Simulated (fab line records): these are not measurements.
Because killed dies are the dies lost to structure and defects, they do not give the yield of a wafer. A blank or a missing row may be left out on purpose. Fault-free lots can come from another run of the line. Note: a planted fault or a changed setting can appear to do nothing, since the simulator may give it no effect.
fab line records ; flow sky130 ; part 1 of 2: steps 1 to 29 of 39
record: lots: 5; wafers: 15; last-day: 50
route steps=708 shown LOCAL_INTERCONNECT@404 CONTACT@406 METAL1@434
lots that met no fault: taken from a fault-free run of the same line
start-h: the number of hours between the record's first day and the start of the first shown wafer of the lot ; wait-h: hours elapsed since this lot's preceding step ; " unchanged from the row above ; L1.1+2: several wafers, shown together as one row ; - either no value or no given start ; * or withheld: withheld ; < > ~ a bound
route shown NAME@n: names a module that has steps shown in the file, with the first one's number in the route ; usual: mean/standard deviation of fault-free wafers ; same: alike in all rows ; chamber/n: place in a boat ; sites: the reading at each site ; _std_site: how widely they spread, as a standard deviation ; _edge_site: mean of outer sites minus mean of inner sites ; radius-mm: how far each site lies from the wafer's centre ; mask NAME#n: copy n ; behind: tool/chamber where the wafer was last shaped ; hold: why the lot went on hold/how many hours it stayed there/how the hold came to an end ; device: whichever transistor did not switch (one of n, p or np) ; end of line: tests run on the same wafers once the route is complete ; step lacking rows: just its recipe ; killed: not the wafer's yield, but the dies lost to structure and defects at the first sort ; map: the dies of a wafer, with x for killed, . for not killed, _ for no die there
set.NAME: the setting as run; set.NAME@STEP: as run at that earlier step ; model.NAME: the simulator's own value behind a step, which no gauge read
certain route steps with their lots: each step a table, each wafer a row
services: a tool's chamber out of use, with start hour (start-h, from the record's first day; less than 0 if before it), hours out, and reason
== steps ==
step: SKY_LOCAL_INTERCONNECT_CLEAN_17
recipe: chemistry: IPA; time-s: 180; temp-c: 25
lot.wafer;tool;chamber;start-h;wait-h
L077.2+4+5;wet-bench-02;1;750.32;0.0
L083.3+4+6;wet-bench-02;2;802.34;0.0
L088.3+5+6;wet-bench-04;3;832.50;0.0
L092.2+5+6;wet-bench-04;3;847.21;0.0
L095.2+4+5;wet-bench-02;1;879.82;0.0
step: SKY_LOCAL_INTERCONNECT_CLEAN_18
recipe: chemistry: O3/DIW; dry: n2-spin
lot.wafer;tool;chamber;start-h;wait-h
L077.2+4+5;wet-bench-04;0;750.38;0.0
L083.3+4+6;wet-bench-01;3;802.41;0.0
L088.3+5+6;wet-bench-02;1;832.56;0.0
L092.2+5+6;wet-bench-02;0;847.27;0.0
L095.2+4+5;wet-bench-02;0;879.88;0.0
step: SKY_CONTACT_CVD_00
recipe: material: Si3N4; target-thk-nm: 75; temp-c: 400; time-s: withheld; rf-w: 450
usual: heater-power-w: 712/96
lot.wafer;tool;chamber;start-h;wait-h;heater-power-w
L077.2;pecvd-01;1;750.47;0.0;855
L077.4;pecvd-01;2;750.47;0.0;601
L077.5;pecvd-01;0;750.47;0.0;664
L083.3;pecvd-03;2;802.50;0.0;801
L083.4;pecvd-03;2;802.50;0.0;791
L083.6;pecvd-03;0;802.50;0.0;709
L088.3;pecvd-01;1;832.66;0.0;819
L088.5;pecvd-01;2;832.66;0.0;574
L088.6;pecvd-01;0;832.66;0.0;695
L092.2;pecvd-01;1;847.36;0.0;772
L092.5;pecvd-01;1;847.36;0.0;765
L092.6;pecvd-01;0;847.36;0.0;743
L095.2;pecvd-03;2;879.97;0.0;822
L095.4;pecvd-03;1;879.97;0.0;634
L095.5;pecvd-03;2;879.97;0.0;823
step: SKY_CONTACT_THK_MEAS_01
recipe: reads: Si3N4_of_CONTACT_CVD_00
usual: CONTACT_CVD_00_THK: 74.3/0.91
lot.wafer;tool;chamber;start-h;wait-h;CONTACT_CVD_00_THK[nm]
L077.2;film-metro-02;-;750.52;-;74.4
L077.4;film-metro-02;-;750.52;-;74.6
L077.5;film-metro-02;-;750.52;-;74.6
L083.3;film-metro-02;-;802.55;-;75.6
L083.4;film-metro-02;-;802.55;-;75.8
L083.6;film-metro-02;-;802.55;-;76.1
L088.3;film-metro-03;-;832.71;-;73.0
L088.5;film-metro-03;-;832.71;-;74.1
L088.6;film-metro-03;-;832.71;-;74.9
L092.2;film-metro-02;-;847.40;-;74.8
L092.5;film-metro-02;-;847.40;-;74.8
L092.6;film-metro-02;-;847.40;-;75.4
L095.2;film-metro-01;-;880.02;-;74.2
L095.4;film-metro-01;-;880.02;-;74.8
L095.5;film-metro-01;-;880.02;-;74.5
step: SKY_CONTACT_HDPCVD_02
recipe: material: SiO2; target-thk-nm: 565; sigma-open-frac: 0.3; time-s: 94.2; temp-c: 600; sih4-flow-sccm: 60; pressure-mtorr: 6
lot.wafer;tool;chamber;start-h;wait-h
L077.2+4+5;hdpcvd-01;0,1,2;750.57;0.0
L083.3+4+6;hdpcvd-02;0,0,2;802.59;0.0
L088.3+5+6;hdpcvd-02;2,1,0;832.75;0.0
L092.2+5+6;hdpcvd-01;1,2,0;847.45;0.0
L095.2+4+5;hdpcvd-02;1,0,2;880.07;0.0
step: SKY_CONTACT_THK_MEAS_03
recipe: reads: SiO2_of_CONTACT_HDPCVD_02
usual: CONTACT_HDPCVD_THK: 563/4.6
lot.wafer;tool;chamber;start-h;wait-h;CONTACT_HDPCVD_THK[nm]
L077.2;film-metro-02;-;750.64;0.0;563
L077.4;film-metro-02;-;750.64;0.0;563
L077.5;film-metro-02;-;750.64;0.0;559
L083.3;film-metro-03;-;802.68;0.1;569
L083.4;film-metro-03;-;802.68;0.1;566
L083.6;film-metro-03;-;802.68;0.1;570
L088.3;film-metro-01;-;832.84;0.1;561
L088.5;film-metro-01;-;832.84;0.1;566
L088.6;film-metro-01;-;832.84;0.1;561
L092.2;film-metro-01;-;847.53;0.0;568
L092.5;film-metro-01;-;847.53;0.0;562
L092.6;film-metro-01;-;847.53;0.0;568
L095.2;film-metro-03;-;880.15;0.0;559
L095.4;film-metro-03;-;880.15;0.0;563
L095.5;film-metro-03;-;880.15;0.0;561
step: SKY_CONTACT_CMP_04
recipe: material: SiO2; down-force-psi: 4; platen-rpm: 60; pad-velocity-m-s: 0.94248
usual: motor-current-A: 11.4/0.94; time-to-endpoint-s: 83/3.6
lot.wafer;tool;chamber;start-h;wait-h;motor-current-A;time-to-endpoint-s
L077.4;cmp-02;3;750.69;0.0;11.8;79
L077.2;cmp-02;1;750.69;0.0;11.8;82
L077.5;cmp-02;3;750.69;0.0;11.1;79
L083.4;cmp-02;3;802.72;0.0;12.0;78
L083.3;cmp-02;1;802.72;0.0;12.0;84
L083.6;cmp-02;0;802.72;0.0;12.1;82
L088.3;cmp-01;0;832.98;0.1;12.5;82
L088.5;cmp-01;2;832.98;0.1;12.2;82
L088.6;cmp-01;3;832.98;0.1;9.7;85
L092.2;cmp-02;0;847.63;0.1;11.5;87
L092.6;cmp-02;3;847.63;0.1;11.0;84
L092.5;cmp-02;0;847.63;0.1;11.7;82
L095.2;cmp-02;2;880.25;0.1;11.5;83
L095.4;cmp-02;3;880.25;0.1;11.3;83
L095.5;cmp-02;1;880.25;0.1;11.1;80
step: SKY_CONTACT_BOW_MEAS_05
recipe: mode: bow
usual: CONTACT_BOW: 81/6.7
lot.wafer;tool;chamber;start-h;wait-h;CONTACT_BOW[um]
L077.2;film-metro-01;-;751.01;0.2;87
L077.4;film-metro-01;-;751.01;0.2;87
L077.5;film-metro-01;-;751.01;0.2;81
L083.3;film-metro-02;-;803.06;0.2;85
L083.4;film-metro-02;-;803.06;0.2;71
L083.6;film-metro-02;-;803.06;0.2;89
L088.3;film-metro-01;-;833.22;0.2;97
L088.5;film-metro-01;-;833.22;0.2;67
L088.6;film-metro-01;-;833.22;0.2;93
L092.2;film-metro-03;-;847.90;0.2;79
L092.5;film-metro-03;-;847.90;0.2;90
L092.6;film-metro-03;-;847.90;0.2;83
L095.2;film-metro-02;-;880.52;0.2;83
L095.4;film-metro-02;-;880.52;0.2;70
L095.5;film-metro-02;-;880.52;0.2;73
step: SKY_CONTACT_DEHYDRATE_06
recipe: temp-c: 200; time-s: 60
lot.wafer;tool;chamber;start-h;wait-h
L077.2+4+5;litho-track-03;0;764.01;13.0
L083.3+4+6;litho-track-01;0;815.26;12.2
L088.3+5+6;litho-track-03;0;845.68;12.4
L092.2+5+6;litho-track-04;0;860.31;12.4
L095.2+4+5;litho-track-04;0;893.06;12.5
step: SKY_CONTACT_HMDS_07
recipe: prime-time-s: 60; prime-temp-c: 120
lot.wafer;tool;chamber;start-h;wait-h
L077.2+4+5;litho-track-03;0;764.16;0.1
L083.3+4+6;litho-track-01;0;815.41;0.1
L088.3+5+6;litho-track-03;0;845.83;0.1
L092.2+5+6;litho-track-04;0;860.46;0.1
L095.2+4+5;litho-track-04;0;893.21;0.1
step: SKY_CONTACT_COAT_08
recipe: resist: BARC; temp-c: withheld; time-s: withheld; spin-rpm: 3000; resist-thk-nm: 60
usual: dispense-pressure-kPa: 49/3.8
lot.wafer;tool;chamber;start-h;wait-h;dispense-pressure-kPa
L077.2;litho-track-03;0;764.31;0.1;51
L077.4;litho-track-03;0;764.31;0.1;51
L077.5;litho-track-03;0;764.31;0.1;51
L083.3;litho-track-01;0;815.56;0.1;43
L083.4;litho-track-01;0;815.56;0.1;43
L083.6;litho-track-01;0;815.56;0.1;43
L088.3;litho-track-03;0;845.98;0.1;51
L088.5;litho-track-03;0;845.98;0.1;51
L088.6;litho-track-03;0;845.98;0.1;51
L092.2;litho-track-04;0;860.61;0.1;52
L092.5;litho-track-04;0;860.61;0.1;52
L092.6;litho-track-04;0;860.61;0.1;52
L095.2;litho-track-04;0;893.36;0.1;52
L095.4;litho-track-04;0;893.36;0.1;52
L095.5;litho-track-04;0;893.36;0.1;52
step: SKY_CONTACT_COAT_09
recipe: resist: KrF-thick; spin-rpm: 3000; resist-thk-nm: 450
usual: dispense-pressure-kPa: 49/3.8
lot.wafer;tool;chamber;start-h;wait-h;dispense-pressure-kPa
L077.2;litho-track-03;0;-;-;51
L077.4;litho-track-03;0;-;-;51
L077.5;litho-track-03;0;-;-;51
L083.3;litho-track-01;0;-;-;43
L083.4;litho-track-01;0;-;-;43
L083.6;litho-track-01;0;-;-;43
L088.3;litho-track-03;0;-;-;51
L088.5;litho-track-03;0;-;-;51
L088.6;litho-track-03;0;-;-;51
L092.2;litho-track-04;0;-;-;52
L092.5;litho-track-04;0;-;-;52
L092.6;litho-track-04;0;-;-;52
L095.2;litho-track-04;0;-;-;52
L095.4;litho-track-04;0;-;-;52
L095.5;litho-track-04;0;-;-;52
step: SKY_CONTACT_SOFTBAKE_10
recipe: temp-c: 100; time-s: 93.48; resist: KrF-thick
usual: plate-sensor-t-centre-C: 100.88/0.01; plate-sensor-t-edge-C: 100.95/0.011
lot.wafer;tool;chamber;start-h;wait-h;plate-sensor-t-centre-C;plate-sensor-t-edge-C
L077.2;litho-track-03;0;-;-;100.88;100.95
L077.4;litho-track-03;0;-;-;100.87;100.94
L077.5;litho-track-03;0;-;-;100.89;100.97
L083.3;litho-track-01;0;-;-;100.88;100.95
L083.4;litho-track-01;0;-;-;100.9;100.94
L083.6;litho-track-01;0;-;-;100.89;100.95
L088.3;litho-track-03;0;-;-;100.89;100.95
L088.5;litho-track-03;0;-;-;100.89;100.97
L088.6;litho-track-03;0;-;-;100.88;100.93
L092.2;litho-track-04;0;-;-;100.88;100.97
L092.5;litho-track-04;0;-;-;100.89;100.95
L092.6;litho-track-04;0;-;-;100.92;100.94
L095.2;litho-track-04;0;-;-;100.88;100.96
L095.4;litho-track-04;0;-;-;100.88;100.95
L095.5;litho-track-04;0;-;-;100.88;100.96
step: SKY_CONTACT_EXPOSE_11
recipe: mask-id: CTM1; na: 0.8; source-shape: annular; sigma-inner: 0.55; sigma-outer: 0.85; target-cd-nm: 170; dose-mj: 38
usual: stage-vel-mm-s: 500.06/0.26
lot.wafer;tool;chamber;start-h;wait-h;mask;stage-vel-mm-s
L077.2;krf-scanner-01;0;-;-;CTM1#0;500.48
L077.4;krf-scanner-01;0;-;-;CTM1#0;499.79
L077.5;krf-scanner-01;0;-;-;CTM1#0;499.99
L083.3;krf-scanner-02;0;-;-;CTM1#0;500.03
L083.4;krf-scanner-02;0;-;-;CTM1#0;500.28
L083.6;krf-scanner-02;0;-;-;CTM1#0;500.07
L088.3;krf-scanner-01;0;-;-;CTM1#0;499.73
L088.5;krf-scanner-01;0;-;-;CTM1#0;499.98
L088.6;krf-scanner-01;0;-;-;CTM1#0;500.18
L092.2;krf-scanner-02;0;-;-;CTM1#0;499.94
L092.5;krf-scanner-02;0;-;-;CTM1#0;499.98
L092.6;krf-scanner-02;0;-;-;CTM1#0;499.86
L095.2;krf-scanner-01;0;-;-;CTM1#0;500.24
L095.4;krf-scanner-01;0;-;-;CTM1#0;500.19
L095.5;krf-scanner-01;0;-;-;CTM1#0;500.17
step: SKY_CONTACT_PEB_12
recipe: peb-temp-c: withheld; peb-time-s: withheld; resist: KrF-thick
lot.wafer;tool;chamber;start-h;wait-h
L077.2+4+5;litho-track-03;0;-;-
L083.3+4+6;litho-track-01;0;-;-
L088.3+5+6;litho-track-01;0;-;-
L092.2+5+6;litho-track-04;0;-;-
L095.2+4+5;litho-track-03;0;-;-
step: SKY_CONTACT_DEVELOP_13
recipe: develop-time-s: 60; resist: KrF-thick; dev-temp-c: 21.87
same: develop-time-s: 60
lot.wafer;tool;chamber;start-h;wait-h
L077.2+4+5;litho-track-03;0;-;-
L083.3+4+6;litho-track-01;0;-;-
L088.3+5+6;litho-track-01;0;-;-
L092.2+5+6;litho-track-04;0;-;-
L095.2+4+5;litho-track-03;0;-;-
step: SKY_CONTACT_CD_MEAS_14
recipe: target-cd-nm: 170
usual: cd-nm: 170.0/1.3
lot.wafer;tool;chamber;start-h;wait-h;cd-nm
L077.2;cd-sem-01;-;778.85;-;167.6
L077.4;cd-sem-01;-;778.85;-;167.0
L077.5;cd-sem-01;-;778.85;-;167.6
L083.3;cd-sem-02;-;827.30;-;170.7
L083.4;cd-sem-02;-;827.30;-;170.2
L083.6;cd-sem-02;-;827.30;-;171.0
L088.3;cd-sem-02;-;858.85;-;168.8
L088.5;cd-sem-02;-;858.85;-;168.9
L088.6;cd-sem-02;-;858.85;-;169.3
L092.2;cd-sem-01;-;874.01;-;168.3
L092.5;cd-sem-01;-;874.01;-;168.7
L092.6;cd-sem-01;-;874.01;-;169.9
L095.2;cd-sem-02;-;906.50;-;168.6
L095.4;cd-sem-02;-;906.50;-;170.2
L095.5;cd-sem-02;-;906.50;-;169.5
step: SKY_CONTACT_OVL_MEAS_15
usual: CONTACT_OVL: 1/5.6
lot.wafer;tool;chamber;start-h;wait-h;CONTACT_OVL[nm]
L077.2;overlay-02;-;778.96;0.1;-6
L077.4;overlay-02;-;778.96;0.1;1
L077.5;overlay-02;-;778.96;0.1;-5
L083.3;overlay-02;-;827.39;0.1;11
L083.4;overlay-02;-;827.39;0.1;5
L083.6;overlay-02;-;827.39;0.1;3
L088.3;overlay-02;-;858.94;0.1;3
L088.5;overlay-02;-;858.94;0.1;-1
L088.6;overlay-02;-;858.94;0.1;-1
L092.2;overlay-01;-;874.11;0.1;1
L092.5;overlay-01;-;874.11;0.1;1
L092.6;overlay-01;-;874.11;0.1;7
L095.2;overlay-02;-;906.61;0.1;-1
L095.4;overlay-02;-;906.61;0.1;3
L095.5;overlay-02;-;906.61;0.1;-1
step: SKY_CONTACT_ETCH_16
recipe: chemistry: N2/H2; target: BARC; ion-energy-ev: 200; source-w: 500; bias-w: 100; pressure-mtorr: 30; n2-flow-sccm: 100; h2-flow-sccm: 200; stop-on: SiO2; time-s: 45.9; target-depth-a: 600
usual: drypump-motor-current-A: 5.5/0.59; oes-product-au: 0.855/0.0043; throttle-valve-pct: 13.226/0.0089
lot.wafer;tool;chamber;start-h;wait-h;drypump-motor-current-A;oes-product-au;rf-hours-counter-h;throttle-valve-pct
L077.2;rie-diel-04;2;778.99;0.0;6.3;0.848;13;13.219
L077.4;rie-diel-04;3;778.99;0.0;5.8;0.858;16;13.222
L077.5;rie-diel-04;2;778.99;0.0;6.3;0.855;-;13.236
L083.3;rie-diel-01;1;827.41;0.0;5.2;0.857;12;13.219
L083.4;rie-diel-01;2;827.41;0.0;5.2;0.856;27;13.226
L083.6;rie-diel-01;0;827.41;0.0;6.5;0.857;-;13.231
L088.3;rie-diel-01;3;858.96;0.0;5.4;0.853;22;13.229
L088.5;rie-diel-01;1;858.96;0.0;5.2;0.860;-;13.236
L088.6;rie-diel-01;2;858.96;0.0;5.1;0.851;-;13.220
L092.2;rie-diel-03;1;874.14;0.0;4.7;0.854;8;13.226
L092.5;rie-diel-03;0;874.14;0.0;4.7;0.850;-;13.218
L092.6;rie-diel-03;3;874.14;0.0;6.0;0.860;-;13.222
L095.2;rie-diel-04;0;906.64;0.0;6.0;0.857;1;13.216
L095.4;rie-diel-04;1;906.64;0.0;6.0;0.857;3;13.241
L095.5;rie-diel-04;0;906.64;0.0;6.0;0.849;-;13.218
step: SKY_CONTACT_ETCH_17
recipe: target: SiO2; chemistry: C4F8/O2/Ar; stop-on: Si3N4; mask-material: KrF-thick; source-w: 1500; bias-w: 1200; pressure-mtorr: 40; c4f8-flow-sccm: withheld; O2_flow_sccm: 6; Ar_flow_sccm: 300; time-s: withheld; target-depth-a: 3400
usual: oes-product-au: 0.893/0.0044
lot.wafer;tool;chamber;start-h;wait-h;oes-product-au
L077.2;rie-diel-04;2;779.03;0.0;0.881
L077.4;rie-diel-04;3;779.03;0.0;0.894
L077.5;rie-diel-04;2;779.03;0.0;0.891
L083.3;rie-diel-01;1;827.46;0.0;0.889
L083.4;rie-diel-01;2;827.46;0.0;0.891
L083.6;rie-diel-01;0;827.46;0.0;0.900
L088.3;rie-diel-01;3;859.01;0.0;0.894
L088.5;rie-diel-01;1;859.01;0.0;0.895
L088.6;rie-diel-01;2;859.01;0.0;0.895
L092.2;rie-diel-03;1;874.19;0.0;0.892
L092.5;rie-diel-03;0;874.19;0.0;0.890
L092.6;rie-diel-03;3;874.19;0.0;0.896
L095.2;rie-diel-04;0;906.68;0.0;0.886
L095.4;rie-diel-04;1;906.68;0.0;0.891
L095.5;rie-diel-04;0;906.68;0.0;0.889
step: SKY_CONTACT_ETCH_18
recipe: target: Si3N4; chemistry: CHF3/O2; stop-on: TiN; source-w: 600; bias-w: 200; pressure-mtorr: 40; chf3-flow-sccm: 50; O2_flow_sccm: 5; time-s: 39; target-depth-a: 750
usual: drypump-motor-current-A: 5.5/0.59; oes-product-au: 0.850/0.0073; throttle-valve-pct: 8.792/0.0094
lot.wafer;tool;chamber;start-h;wait-h;drypump-motor-current-A;oes-product-au;rf-hours-counter-h;throttle-valve-pct
L077.2;rie-diel-04;2;-;-;6.4;0.846;13;8.790
L077.4;rie-diel-04;3;-;-;5.7;0.855;16;8.797
L077.5;rie-diel-04;2;-;-;6.4;0.859;-;8.798
L083.3;rie-diel-01;1;-;-;5.1;0.855;12;8.788
L083.4;rie-diel-01;2;-;-;5.2;0.864;27;8.791
L083.6;rie-diel-01;0;-;-;6.5;0.863;-;8.811
L088.3;rie-diel-01;3;-;-;5.4;0.845;22;8.795
L088.5;rie-diel-01;1;-;-;5.2;0.850;-;8.796
L088.6;rie-diel-01;2;-;-;5.2;0.858;-;8.797
L092.2;rie-diel-03;1;-;-;4.7;0.847;8;8.797
L092.5;rie-diel-03;0;-;-;4.7;0.852;-;8.810
L092.6;rie-diel-03;3;-;-;6.0;0.856;-;8.814
L095.2;rie-diel-04;0;-;-;6.0;0.849;1;8.790
L095.4;rie-diel-04;1;-;-;6.0;0.856;3;8.802
L095.5;rie-diel-04;0;-;-;5.9;0.843;-;8.790
step: SKY_CONTACT_STRIP_19
recipe: chemistry: O2/N2; power-w: 1400; pressure-mtorr: 1500; platen-temp-c: withheld; o2-flow-sccm: 3000; n2-flow-sccm: 300; overash-fraction: 0.5
usual: drypump-motor-current-A: 5.78/0.19; oes-product-au: 0.381/0.0046; strip-time-to-endpoint-s: 3.621/0.026
lot.wafer;tool;chamber;start-h;wait-h;drypump-motor-current-A;oes-product-au;rf-hours-counter-h;strip-time-to-endpoint-s
L077.2;plasma-asher-03;0;779.12;-;6.05;0.381;63;3.651
L077.4;plasma-asher-03;1;779.12;-;5.56;0.385;-;3.678
L077.5;plasma-asher-03;1;779.12;-;5.55;0.383;-;3.656
L083.3;plasma-asher-02;0;827.58;-;5.53;0.387;-;3.627
L083.4;plasma-asher-02;1;827.58;-;5.86;0.378;-;3.647
L083.6;plasma-asher-02;1;827.58;-;5.85;0.378;-;3.629
L088.3;plasma-asher-02;1;859.13;-;5.91;0.379;-;3.618
L088.5;plasma-asher-02;1;859.13;-;5.88;0.379;-;3.590
L088.6;plasma-asher-02;0;859.13;-;5.53;0.382;-;3.597
L092.2;plasma-asher-03;1;874.28;-;5.55;0.390;72;3.661
L092.5;plasma-asher-03;0;874.28;-;6.05;0.378;-;3.611
L092.6;plasma-asher-03;1;874.28;-;5.56;0.383;-;3.597
L095.2;plasma-asher-01;0;906.77;-;5.83;0.386;16;3.607
L095.4;plasma-asher-01;0;906.77;-;5.83;0.377;-;3.628
L095.5;plasma-asher-01;1;906.77;-;5.77;0.375;-;3.614
step: SKY_CONTACT_STRIP_20
recipe: chemistry: post-etch-residue-remover; time-s: 1200; temp-c: 72.5
lot.wafer;tool;chamber;start-h;wait-h
L077.2+4+5;wet-bench-03;1;779.22;0.1
L083.3+4+6;wet-bench-01;3;827.65;0.0
L088.3+5+6;wet-bench-01;2;859.20;0.0
L092.2+5+6;wet-bench-01;0;874.38;0.1
L095.2+4+5;wet-bench-01;3;906.87;0.1
step: SKY_CONTACT_CLEAN_21
recipe: chemistry: IPA; time-s: 180; temp-c: 25
lot.wafer;tool;chamber;start-h;wait-h
L077.2+4+5;wet-bench-03;2;779.59;0.0
L083.3+4+6;wet-bench-03;3;827.99;0.0
L088.3+5+6;wet-bench-03;0;859.54;0.0
L092.2+5+6;wet-bench-04;2;874.75;0.0
L095.2+4+5;wet-bench-01;2;907.21;0.0
step: SKY_CONTACT_CLEAN_22
recipe: chemistry: O3/DIW; dry: n2-spin
lot.wafer;tool;chamber;start-h;wait-h
L077.2+4+5;wet-bench-01;1;779.66;0.0
L083.3+4+6;wet-bench-01;0;828.05;0.0
L088.3+5+6;wet-bench-01;3;859.60;0.0
L092.2+5+6;wet-bench-01;0;874.81;0.0
L095.2+4+5;wet-bench-01;2;907.27;0.0
step: SKY_CONTACT_SPUTTER_23
recipe: material: TiN; target-thk-nm: 20; chamber-pressure-pa: 5; power-w: 4000; time-s: 80
usual: throttle-valve-pct: 30.2/0.79
lot.wafer;tool;chamber;start-h;wait-h;throttle-valve-pct
L077.2;pvd-sputter-02;-;779.75;0.0;31.3
L077.4;pvd-sputter-02;-;779.75;0.0;29.8
L077.5;pvd-sputter-02;-;779.75;0.0;31.0
L083.3;pvd-sputter-04;-;828.14;0.0;29.5
L083.4;pvd-sputter-04;-;828.14;0.0;30.0
L083.6;pvd-sputter-04;-;828.14;0.0;29.8
L088.3;pvd-sputter-03;-;859.69;0.0;31.1
L088.5;pvd-sputter-03;-;859.69;0.0;30.2
L088.6;pvd-sputter-03;-;859.69;0.0;31.3
L092.2;pvd-sputter-02;-;874.91;0.0;28.6
L092.5;pvd-sputter-02;-;874.91;0.0;30.3
L092.6;pvd-sputter-02;-;874.91;0.0;28.6
L095.2;pvd-sputter-04;-;907.36;0.0;29.9
L095.4;pvd-sputter-04;-;907.36;0.0;29.6
L095.5;pvd-sputter-04;-;907.36;0.0;29.7
step: SKY_CONTACT_CVD_24
recipe: material: W; target-thk-nm: 340; time-s: 102.12; temp-c: 400; pressure-torr: 40
usual: heater-power-w: 904/36
lot.wafer;tool;chamber;start-h;wait-h;heater-power-w
L077.2;cvd-w-02;0;779.81;0.0;861
L077.4;cvd-w-02;0;779.81;0.0;887
L077.5;cvd-w-02;0;779.81;0.0;889
L083.3;cvd-w-02;0;828.24;0.1;856
L083.4;cvd-w-02;1;828.24;0.1;870
L083.6;cvd-w-02;0;828.24;0.1;853
L088.3;cvd-w-02;0;859.79;0.1;912
L088.5;cvd-w-02;1;859.79;0.1;934
L088.6;cvd-w-02;0;859.79;0.1;857
L092.2;cvd-w-02;0;874.97;0.0;863
L092.5;cvd-w-02;0;874.97;0.0;888
L092.6;cvd-w-02;1;874.97;0.0;895
L095.2;cvd-w-02;1;907.42;0.0;911
L095.4;cvd-w-02;1;907.42;0.0;883
L095.5;cvd-w-02;1;907.42;0.0;916
step: SKY_CONTACT_RS_MEAS_25
recipe: thk-meas-gauge: four-point-probe; reads: W_of_CONTACT_CVD_24+TiN_of_CONTACT_SPUTTER_23
usual: CONTACT_W_RS: 0.340/0.0048
lot.wafer;tool;chamber;start-h;wait-h;CONTACT_W_RS[ohm/sq]
L077.2;film-metro-03;-;779.94;0.1;0.329
L077.4;film-metro-03;-;779.94;0.1;0.330
L077.5;film-metro-03;-;779.94;0.1;0.327
L083.3;film-metro-01;-;828.35;0.1;0.335
L083.4;film-metro-01;-;828.35;0.1;0.337
L083.6;film-metro-01;-;828.35;0.1;0.332
L088.3;film-metro-02;-;859.90;0.1;0.338
L088.5;film-metro-02;-;859.90;0.1;0.343
L088.6;film-metro-02;-;859.90;0.1;0.335
L092.2;film-metro-01;-;875.10;0.1;0.337
L092.5;film-metro-01;-;875.10;0.1;0.336
L092.6;film-metro-01;-;875.10;0.1;0.338
L095.2;film-metro-01;-;907.55;0.1;0.347
L095.4;film-metro-01;-;907.55;0.1;0.343
L095.5;film-metro-01;-;907.55;0.1;0.344
step: SKY_CONTACT_THK_MEAS_26
recipe: thk-meas-gauge: xrf; reads: W_of_CONTACT_CVD_24
usual: CONTACT_W_THK: 341/7.5
lot.wafer;tool;chamber;start-h;wait-h;CONTACT_W_THK[nm]
L077.2;film-metro-03;-;780.05;0.1;345
L077.4;film-metro-03;-;780.05;0.1;343
L077.5;film-metro-03;-;780.05;0.1;345
L083.3;film-metro-01;-;828.45;0.1;353
L083.4;film-metro-01;-;828.45;0.1;350
L083.6;film-metro-01;-;828.45;0.1;356
L088.3;film-metro-02;-;860.00;0.1;339
L088.5;film-metro-02;-;860.00;0.1;332
L088.6;film-metro-02;-;860.00;0.1;344
L092.2;film-metro-01;-;875.21;0.1;350
L092.5;film-metro-01;-;875.21;0.1;349
L092.6;film-metro-01;-;875.21;0.1;348
L095.2;film-metro-01;-;907.66;0.1;339
L095.4;film-metro-01;-;907.66;0.1;342
L095.5;film-metro-01;-;907.66;0.1;341
